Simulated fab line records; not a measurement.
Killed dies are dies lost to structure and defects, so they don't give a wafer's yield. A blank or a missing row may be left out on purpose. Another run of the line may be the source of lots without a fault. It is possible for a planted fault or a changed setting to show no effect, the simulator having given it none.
One fault through the eyes of 2 desks | flow sky130 | what lay behind the numbers comes last; until then each desk has only its own

## AT THE TOOL OWNER'S DESK: implanter-01
For each lot that ran on this tool, the mean over its sampled wafers that have a number, from the tool's own readings at SKY_LDD_LDN_IMPLANT_11. Marked OUT: a lot whose mean sits more than 4 standard deviations from the usual mean, which makes it out of limits; the brackets give that distance.
Columns: A = dose_ions_cm2 at SKY_LDD_LDN_IMPLANT_11, usual 1.2501e+13; B = rotation_deg at SKY_LDD_LDN_IMPLANT_11, usual 293.00 degrees
lot  | first seen here | A          | B
L149 | day 25 06:42    | 1.2495e+13 | 292.99
L154 | day 27 02:58    | 1.2496e+13 | 292.96
L157 | day 27 22:38    | 1.2499e+13 | 293.03
This desk found nothing out of limits on any of the 3 lots.

## THE METROLOGY DESK
What the gauges read for every lot (on any tool): the sampled wafers with a number, averaged. Marked OUT: a lot whose mean sits more than 4 standard deviations from the usual mean, which makes it out of limits; the brackets give that distance. Of its 8 readings 7 are shown: those that lie furthest out on some lot.
Columns: A = LDD_HVP_TW at SKY_LDD_HVP_TW_MEAS_10, usual 452.3; B = LDD_LDN_OVL at SKY_LDD_LDN_OVL_MEAS_07, usual -0.2 nm; C = LDD_LDN_TW at SKY_LDD_LDN_TW_MEAS_13, usual 1464; D = SPACER_CVD_00_THK at SKY_SPACER_THK_MEAS_01, usual 43.1 nm; E = cd_nm at SKY_POLY_CUT_CD_MEAS_08, usual 270.5 nm; F = POLY_CUT_OVL at SKY_POLY_CUT_OVL_MEAS_09, usual -1 nm; G = SD_P_OVL at SKY_SD_P_OVL_MEAS_08, usual -1.2 nm
lot  | first seen here | A     | B    | C    | D    | E     | F  | G
L148 | day 23 21:49    | 454.1 | -0.2 | 1449 | 43.2 | 270.6 | 6  | 1.0
L149 | day 24 01:27    | 450.3 | 1.8  | 1463 | 43.8 | 270.8 | -7 | -0.9
L150 | day 24 07:46    | 453.9 | -2.0 | 1448 | 42.7 | 270.1 | 3  | -1.4
L154 | day 25 23:20    | 450.3 | -1.2 | 1450 | 43.2 | 272.1 | -8 | -0.9
L157 | day 26 17:46    | 450.9 | -1.8 | 1466 | 43.0 | 272.7 | 7  | -1.4
L165 | day 29 08:52    | 456.7 | -2.0 | 1469 | 43.0 | 271.7 | -4 | -3.9
This desk found nothing out of limits on any of the 6 lots.

## BROUGHT TOGETHER
Nothing out of limits was seen by the tool owner's desk.
Nothing out of limits was seen by the metrology desk.

## WHAT THE SIMULATOR HAD PUT IN
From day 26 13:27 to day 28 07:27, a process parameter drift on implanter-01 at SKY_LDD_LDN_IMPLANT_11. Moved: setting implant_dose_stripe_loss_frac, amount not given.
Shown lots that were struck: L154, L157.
